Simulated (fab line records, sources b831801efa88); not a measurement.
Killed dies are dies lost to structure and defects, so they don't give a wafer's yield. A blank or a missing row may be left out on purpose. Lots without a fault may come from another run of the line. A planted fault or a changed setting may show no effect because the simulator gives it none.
Which tool did it? | flow gf180mcu | 14 lots, 38 wafers sampled, at 2 steps of a route of 602

WHAT THE GAUGES READ, wafer by wafer
GF_STI_CD_MEAS_12: target cd 220 nm. Usual: cd_nm 219.6 nm, standard deviation 1.3.
lot  | measured    | on        | cd_nm (nm)        | flag
L501 | day 2 01:41 | cd_sem-01 | 220.3 220.4 220.0 |
L502 | day 2 07:12 | cd_sem-01 | 219.2 219.1 219.1 |
L503 | day 2 10:53 | cd_sem-01 | 222.1 222.5 222.3 |
L504 | day 2 16:17 | cd_sem-01 | 217.3 219.2 217.6 |
L505 | day 2 22:14 | cd_sem-01 | 222.3 221.6 220.1 |
L506 | day 3 04:04 | cd_sem-01 | 219.8 219.5 221.0 |
L507 | day 3 07:44 | cd_sem-02 | 217.6 216.0 217.5 |
L508 | day 3 13:34 | cd_sem-01 | 219.4 218.9 218.9 |
L510 | day 4 00:58 | cd_sem-02 | 219.3 218.6 218.7 |
L511 | day 4 04:40 | cd_sem-02 | 220.0 220.0 220.0 |
L512 | day 4 10:17 | cd_sem-01 | 221.7 220.1 220.3 |
L522 | day 6 12:46 | cd_sem-02 | 203.5 203.4       | OFF
L523 | day 6 18:31 | cd_sem-01 | 203.8 203.8       | OFF
L524 | day 7 00:19 | cd_sem-02 | 221.2 219.3 220.3 |

WHICH TOOL RAN EACH LOT (tool, then ch and the chambers of the sampled wafers, then the start)
lot  | GF_STI_EXPOSE_09
L501 | krf_scanner-01 ch 0, day 1 19:59
L502 | krf_scanner-02 ch 0, day 2 01:40
L503 | krf_scanner-02 ch 0, day 2 05:11
L504 | krf_scanner-02 ch 0, day 2 10:27
L505 | krf_scanner-02 ch 0, day 2 16:11
L506 | krf_scanner-01 ch 0, day 2 22:08
L507 | krf_scanner-02 ch 0, day 3 01:40
L508 | krf_scanner-01 ch 0, day 3 07:29
L510 | krf_scanner-01 ch 0, day 3 18:43
L511 | krf_scanner-01 ch 0, day 3 21:58
L512 | krf_scanner-02 ch 0, day 4 03:11
L522 | krf_scanner-02 ch 0, day 6 05:48
L523 | krf_scanner-02 ch 0, day 6 11:01
L524 | krf_scanner-01 ch 0, day 6 16:45
- GF_STI_EXPOSE_09: exposes mask COMP, target cd 220 nm.

WHAT THE TOOLS THEMSELVES READ (means of the sampled wafers that have a number; where no wafer has one, the mark that the record gives instead)
GF_STI_EXPOSE_09. Usual: focus_offset_nm 0.1 nm, standard deviation 0.52.
lot  | tool           | focus_offset_nm (nm) | flag
L501 | krf_scanner-01 | -0.2                 |
L502 | krf_scanner-02 | -0.2                 |
L503 | krf_scanner-02 | -0.3                 |
L504 | krf_scanner-02 | 0.2                  |
L505 | krf_scanner-02 | 0.3                  |
L506 | krf_scanner-01 | -0.4                 |
L507 | krf_scanner-02 | 0.1                  |
L508 | krf_scanner-01 | 0.3                  |
L510 | krf_scanner-01 | -0.3                 |
L511 | krf_scanner-01 | 0.2                  |
L512 | krf_scanner-02 | 0.5                  |
L522 | krf_scanner-02 | -0.8                 |
L523 | krf_scanner-02 | 0.0                  |
L524 | krf_scanner-01 | 0.3                  |

THE ANSWER, worked out from the rows above alone
Rule: a lot is off if the mean of its wafers that have a number lies more than 3 standard deviations from the usual mean. A lot without any number at a reading at which 4 lots or more have one is off too. The other lots that the step has rows for count as sound. The gauges are gone through in route order, then the tools' own readings, and for those a lot's mean is taken as printed above. The first step at which some lot is off is used, and at that step the reading that is off furthest; a lot without a number counts as furthest.
Off: L522, L523, at GF_STI_CD_MEAS_12 (cd_nm).
A tool fits if, at a process step before that reading, it ran every lot that is off, and no sound lot after the first of them. The gauges at GF_STI_CD_MEAS_12 are tried like those tools. One fits: krf_scanner-02 at GF_STI_EXPOSE_09. Its last sound lot is L512 (day 4 03:11), its first lot that is off L522 (day 6 05:48): a fault that began between those two fits.

WHAT THE SIMULATOR HAD PUT IN
Process parameter drift: krf_scanner-02, from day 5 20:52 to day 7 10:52, at GF_STI_EXPOSE_09. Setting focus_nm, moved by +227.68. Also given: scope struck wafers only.
Lots struck among those shown: L522, L523. The rule above found the same.
